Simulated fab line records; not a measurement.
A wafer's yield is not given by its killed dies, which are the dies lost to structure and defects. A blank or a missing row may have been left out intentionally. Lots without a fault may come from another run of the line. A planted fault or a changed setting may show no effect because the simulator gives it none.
A struck lot beside a sound one -- flow gf180mcu -- 33 out of 602 route steps
Sound: these wafers, L358.1, L358.5, L358.6. Wafers struck: L351.1, L351.2, L351.3. The cause is given at the end.
Each step with rows lists, per side, the tool, then ch with its chambers, then its first start. Under that, the readings that differ: sound wafers -- struck wafers -- difference of the means -- sigmas: that difference in standard deviations of wafers without a fault.
alike: readings whose means differ by less than 2 such deviations, and words and numbers that are the same on both sides. not compared: withheld readings, readings that some wafer has no value for, bounds like >300 that may hide the same value, and numbers for which the record gives no deviation and whose values overlap.
A row with sigmas, a row that says differs or no value, or rows on one side alone: a step with any of these is where the two part. When numbers do not overlap yet have no deviation, they are printed without sigmas and do not part them. A reading that every wafer of one side lacks parts them only if that side has two wafers or more.

first, 2 steps without rows for these wafers: GF_M4_PEB_12 (peb time 90 s); GF_M4_DEVELOP_13 (develop time 60 s).
GF_M4_CD_MEAS_14: the cd target is 280 nm.
  struck on cd sem-01, day 27 03:37; sound on cd sem-02, day 29 06:07
  alike: cd nm
GF_M4_OVL_MEAS_15:
  struck on overlay-01, day 27 03:44; sound on overlay-02, day 29 06:14
  alike: M4_OVL
GF_M4_METAL_ETCH_16: etches the open film in Cl2/BCl3, stops on SiO2, target depth 627.5 nm, time 104.6 s.
  sound on rie metal-04 ch 0,1, day 29 06:16; struck on rie metal-01 ch 0,1, day 27 03:47
  alike: drypump motor current A, oes product au, throttle valve pct
  not compared: rf hours counter h
GF_M4_STRIP_17: strips in O2/N2.
  sound on plasma asher-01 ch 0,1, day 29 06:23; struck on plasma asher-02 ch 0,1, day 27 03:53
  alike: drypump motor current A, heater power w, oes product au, strip time to endpoint s
  not compared: rf hours counter h
then, 3 steps without rows for these wafers: GF_M4_STRIP_18 (strips in post etch residue remover, time 1200 s); GF_M4_CLEAN_19 (cleans in DIW); GF_V4_CVD_00 (deposits SiO2, target thk 600 nm, time 100 s).
GF_V4_THK_MEAS_01:
  struck on film metro-01, day 27 04:29; sound on film metro-01, day 29 06:59
  alike: V4_CVD_00_THK
GF_V4_CVD_02: deposits SiO2 from TEOS, target thk 850 nm, time 94.851 s.
  sound on pecvd-03 ch 1,2, day 29 07:03; struck on pecvd-04 ch 0,1,2, day 27 04:33
  alike: heater power w
GF_V4_THK_MEAS_03:
  struck on film metro-04, day 27 04:37; sound on film metro-04, day 29 07:10
  alike: V4_CVD_02_THK
GF_V4_CMP_04: polishes SiO2.
  sound on cmp-01 ch 1,2, day 29 07:16; struck on cmp-01 ch 0,1,2, day 27 04:44
  no value came back on the struck wafers for edge zone pressure frac, head pressure psi (psi), motor current A (A), time to endpoint s (s); on the sound wafers edge zone pressure frac reads 1.001 0.988 1.006
reading,sound,struck,difference,sigmas
model.SiO2_of_V4_CVD_02.thk nm (nm),631.9 631.8 633.1,863.1 854.5 852.2,+224.3,
GF_V4_BOW_MEAS_05:
  struck on film metro-01, day 27 04:59; sound on film metro-01, day 29 07:31
  alike: V4_BOW
then, 8 steps without rows for these wafers: GF_V4_DEHYDRATE_06 (time 60 s); GF_V4_HMDS_07 (prime time 60 s); GF_V4_COAT_08; GF_V4_COAT_09 (resist thk 1000 nm); GF_V4_SOFTBAKE_10 (time 60 s); GF_V4_EXPOSE_11 (exposes mask Via4, target cd 260 nm); GF_V4_PEB_12 (peb time 90 s); GF_V4_DEVELOP_13 (develop time 60 s).
GF_V4_CD_MEAS_14: the cd target is 260 nm.
  struck on cd sem-01, day 28 00:40; sound on cd sem-02, day 30 02:22
  alike: cd nm
GF_V4_OVL_MEAS_15:
  struck on overlay-02, day 28 00:47; sound on overlay-01, day 30 02:29
reading,sound,struck,difference,sigmas
V4_OVL (nm),-7 1 -6,4 11 8,+12,+2
then, 1 step without rows for these wafers: GF_V4_ETCH_16 (etches BARC in N2/H2).
GF_V4_ETCH_17: etches SiO2 in C4F8/O2/Ar, stops on TiN, target depth 630 nm.
  sound on rie diel-01 ch 1,2; struck on rie diel-04 ch 0,1,3
reading,sound,struck,difference,sigmas
oes product au (a.u.),0.860 0.862 0.856,1.608 1.616 1.613,+0.753,+99 or more
model.V4.feature depth nm (nm),631.9 631.8 633.1,813.8 819.7 817.3,+184.7,
model.etch.depth nm (nm),631.9 631.8 633.1,813.8 819.7 817.3,+184.7,
GF_V4_STRIP_18: strips in O2/N2.
  sound on plasma asher-03 ch 0,1, day 30 02:39; struck on plasma asher-01 ch 0,1, day 28 00:58
  alike: drypump motor current A, heater power w, oes product au
  not compared: rf hours counter h
then, 2 steps without rows for these wafers: GF_V4_STRIP_19 (strips in post etch residue remover, time 1200 s); GF_V4_CLEAN_20 (cleans in DIW).
GF_V4_SPUTTER_21: material Ti, target thk 15 nm, time 80.02 s.
  struck on pvd sputter-03, day 28 01:35; sound on pvd sputter-03, day 30 03:11
reading,sound,struck,difference,sigmas
cathode dc power W (W),2499.3 2499.6 2500.5,2500.6 2501.1 2500.4,+0.9,+2
  alike: throttle valve pct
then, 2 steps without rows for these wafers: GF_V4_SPUTTER_22 (material TiN, target thk 10 nm, time 40 s); GF_V4_CVD_23 (deposits W, target thk 350 nm, time 104.9 s).
GF_V4_CMP_26: polishes, stops on SiO2, t overpolish 15 s, target thk 0 nm.
  sound on cmp-01 ch 0,1,3, day 30 03:41; struck on cmp-02 ch 1,2,3, day 28 01:58
reading,sound,struck,difference,sigmas
model.SiO2_of_V4_CVD_02.thk nm (nm),628.2 628 629.3,859.3 850.7 848.4,+224.3,
  alike: edge zone pressure frac, head pressure psi, motor current A

WHERE THEY PART
At GF_V4_CMP_04 first; at GF_V4_SPUTTER_21 last (within this record only). Later steps at which nothing parts them and some readings are alike: GF_V4_CMP_26.

WHY: what the simulator had put in
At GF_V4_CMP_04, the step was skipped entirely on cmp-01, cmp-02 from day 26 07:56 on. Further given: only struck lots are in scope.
